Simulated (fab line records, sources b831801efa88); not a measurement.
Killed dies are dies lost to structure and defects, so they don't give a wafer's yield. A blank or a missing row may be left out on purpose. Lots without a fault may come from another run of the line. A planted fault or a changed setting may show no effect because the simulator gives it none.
A struck lot beside a sound one | flow sky130 | 22 steps out of a route of 708
Sound: wafers L839.1, L839.2, L839.6. Struck: wafer L847.3. (L847.1 of the same lot was not struck and is left out.) The cause comes at the end.
At each step with rows: each side's tool, then ch and its chambers, then its first start. Under that, the readings that differ: sound wafers | struck wafers | difference of the means | sigmas: that difference in standard deviations of wafers without a fault.
alike: readings whose means differ by less than 2 such deviations, and words and numbers that are the same on both sides. not compared: withheld readings, readings that some wafer has no value for, bounds like >300 that may hide the same value, and numbers for which the record gives no deviation and whose values overlap.
The two part at a step that has a row with sigmas, a row that says differs or no value, or rows on one side only. Numbers that don't overlap but have no deviation are shown without sigmas and don't part them. A reading that every wafer of one side lacks parts them only if that side has two wafers or more.

first, 6 steps without rows for these wafers: SKY_VT_ADJUST_LVTN_HMDS_12 (prime time 60 s); SKY_VT_ADJUST_LVTN_COAT_13 (resist thk 1140 nm); SKY_VT_ADJUST_LVTN_SOFTBAKE_14 (time 60 s); SKY_VT_ADJUST_LVTN_EXPOSE_15 (exposes mask HVN STD DERIVED, target cd 600 nm); SKY_VT_ADJUST_LVTN_PEB_16; SKY_VT_ADJUST_LVTN_DEVELOP_17 (develop time 60 s).
SKY_VT_ADJUST_LVTN_OVL_MEAS_18:
  sound on overlay-01, day 7 22:23; struck on overlay-01, day 10 07:38
  alike: VT_ADJUST_LVTN_01_OVL
then, 1 step without rows for these wafers: SKY_VT_ADJUST_LVTN_IMPLANT_19.
SKY_VT_ADJUST_LVTN_STRIP_20: strips in O2/N2.
  sound on plasma_asher-04 ch 0,1, day 7 22:34; struck on plasma_asher-04 ch 1, day 10 07:50
  alike: drypump_motor_current_A, oes_product_au, strip_time_to_endpoint_s
  not compared: rf_hours_counter_h
SKY_VT_ADJUST_LVTN_TW_MEAS_21:
  sound on film_metro-04, day 7 22:40; struck on film_metro-03, day 10 07:56
  alike: VT_ADJUST_LVTN_2_TW
then, 2 steps without rows for these wafers: SKY_VT_ADJUST_NCORE_DEHYDRATE_00 (time 60 s); SKY_VT_ADJUST_NCORE_HMDS_01 (prime time 60 s).
SKY_VT_ADJUST_NCORE_COAT_02: resist thk 1140 nm.
  sound on litho_track-03 ch 0, day 8 08:05; struck on litho_track-02 ch 0, day 10 18:46
  reading                                              | sound          | struck | difference | sigmas
  model.NOVOLAK_of_VT_ADJUST_NCORE_COAT_02.thk_nm (nm) | 1142 1142 1143 | 1188   | +46        |
then, 3 steps without rows for these wafers: SKY_VT_ADJUST_NCORE_SOFTBAKE_03 (time 60 s); SKY_VT_ADJUST_NCORE_EXPOSE_04 (exposes mask LVTN COMPLEMENT THIN, target cd 380 nm); SKY_VT_ADJUST_NCORE_PEB_05.
SKY_VT_ADJUST_NCORE_DEVELOP_06: develop time 60 s.
  sound on litho_track-03 ch 0, day 8 18:05; struck on litho_track-04 ch 0, day 11 07:02
  reading                                              | sound          | struck | difference | sigmas
  model.NOVOLAK_of_VT_ADJUST_NCORE_COAT_02.thk_nm (nm) | 1142 1142 1143 | 1188   | +46        |
SKY_VT_ADJUST_NCORE_CD_MEAS_07: target cd 380 nm.
  sound on cd_sem-01, day 8 18:14; struck on cd_sem-02, day 11 07:11
  alike: cd_nm
SKY_VT_ADJUST_NCORE_OVL_MEAS_08:
  sound on overlay-01, day 8 18:22; struck on overlay-01, day 11 07:18
  alike: VT_ADJUST_NCORE_OVL
then, 1 step without rows for these wafers: SKY_VT_ADJUST_NCORE_IMPLANT_09.
SKY_VT_ADJUST_NCORE_STRIP_10: strips in O2/N2.
  sound on plasma_asher-02 ch 0,1, day 8 18:32; struck on plasma_asher-03 ch 1, day 11 07:29
  reading                      | sound             | struck | difference | sigmas
  strip_time_to_endpoint_s (s) | 14.20 14.21 14.22 | 14.70  | +0.49      | +12
  alike: drypump_motor_current_A, oes_product_au
  not compared: rf_hours_counter_h
SKY_VT_ADJUST_NCORE_TW_MEAS_11:
  sound on film_metro-04, day 8 18:38; struck on film_metro-03, day 11 07:35
  alike: VT_ADJUST_NCORE_TW

WHERE THEY PART
Only at SKY_VT_ADJUST_NCORE_STRIP_10, within this record. Later steps at which nothing parts them and some readings are alike: SKY_VT_ADJUST_NCORE_TW_MEAS_11.

WHY: what the simulator had put in
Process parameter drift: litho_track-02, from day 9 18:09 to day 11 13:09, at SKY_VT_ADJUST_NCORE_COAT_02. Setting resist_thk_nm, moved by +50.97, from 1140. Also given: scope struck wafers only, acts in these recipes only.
